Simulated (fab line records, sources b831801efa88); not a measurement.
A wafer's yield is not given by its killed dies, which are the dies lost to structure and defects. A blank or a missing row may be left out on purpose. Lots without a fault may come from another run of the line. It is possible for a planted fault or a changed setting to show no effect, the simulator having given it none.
Chamber matching | flow gf180mcu | GF_CONTACT_CMP_04 on cmp-01 has 4 sister chambers
The step polishes SiO2. 4 wafers are shown with their chamber, then 7 later ones without.

== EACH WAFER AND ITS CHAMBER ==
wafer  | chamber | time_to_endpoint_s (s)
L949.3 | 0       | 105
L949.4 | 3       | 105
L953.1 | 1       | 114
L953.2 | 2       | 103

== WAFERS MISSING THEIR CHAMBER ==
wafer  | time_to_endpoint_s (s)
L953.4 | 113
L954.1 | 104
L954.2 | 97
L954.4 | 102
L955.2 | 106
L955.3 | 105
L955.6 | 109

== THE CHAMBER EACH PASSED THROUGH ==
wafer  | from the rows above               | in truth
L953.4 | 1                                 | 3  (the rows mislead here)
L954.1 | can't be placed: 0 or 2 or 3      | 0
L954.2 | can't be placed: 2 or 0 or 3      | 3
L954.4 | can't be placed: 2 or 0 or 3      | 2
L955.2 | can't be placed: 0 or 3 or 2      | 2
L955.3 | can't be placed: 0 or 3 or 2      | 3
L955.6 | can't be placed: 0 or 3 or 1 or 2 | 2
Correct placement for 0 of the 7. Can't be placed from these rows: 6 (the true chamber is among the candidates in 6). 1 placed wrongly.
How it was worked out, from the rows above alone: a wafer's distance from a chamber is the root of the sum, over the readings, of the square of ((its reading less the chamber's mean) divided by the reading's scatter). The wafer belongs to the nearest chamber; if the next one is less than 2 further off, it can't be placed. The mean given for a chamber averages the wafers shown for that chamber. The scatter: with one shown wafer a chamber, the root of the mean of the squares of how far each hidden wafer lies from its nearest shown one.
